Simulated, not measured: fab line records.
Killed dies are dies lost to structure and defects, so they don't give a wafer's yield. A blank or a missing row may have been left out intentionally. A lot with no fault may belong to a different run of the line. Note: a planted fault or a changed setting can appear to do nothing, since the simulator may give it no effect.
Chamber matching ; flow gf180mcu ; 4 sister chambers for GF_V4_CMP_26 on cmp-02
The step polishes, stops on SiO2, t overpolish 15 s, target thk 0 nm. 4 wafers are shown with their chamber, then 9 later ones without.

== WAFERS WITH THEIR CHAMBER ==
wafer;chamber;motor_current_A (A)
L690.6;0;10.5
L691.1;2;9.9
L691.3;1;10.5
L691.4;3;10.8

== WAFERS WHOSE CHAMBER IS MISSING ==
wafer;motor_current_A (A)
L695.1;11.1
L695.3;11.5
L695.5;10.4
L697.1;10.7
L697.2;10.6
L697.6;10.2
L698.1;10.8
L698.2;10.4
L698.4;10.4

== THE CHAMBER EACH PASSED THROUGH ==
wafer;from the rows above;in truth
L695.1;can't be placed: 3 or 0 or 1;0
L695.3;can't be placed: 3 or 0 or 1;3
L695.5;can't be placed: 0 or 1 or 3 or 2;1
L697.1;can't be placed: 3 or 0 or 1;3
L697.2;can't be placed: 0 or 1 or 3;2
L697.6;can't be placed: 2 or 0 or 1 or 3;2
L698.1;can't be placed: 3 or 0 or 1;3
L698.2;can't be placed: 0 or 1 or 3 or 2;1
L698.4;can't be placed: 0 or 1 or 3 or 2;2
Correct placement for 0 of the 9. Not placeable from these rows: 9 (in 8, the candidates include the true chamber). Placed wrongly: 0.
How it was worked out, from the rows above alone: a wafer's distance from a chamber is the root of the sum, over the readings, of the square of ((its reading less the chamber's mean) divided by the reading's scatter). The wafer belongs to the nearest chamber; if the next one is less than 2 further off, it can't be placed. For every chamber, the mean is computed from those of its wafers that are shown. The scatter (one wafer shown for each chamber): square how far every hidden wafer sits from the nearest shown wafer, average those squares and take the square root.
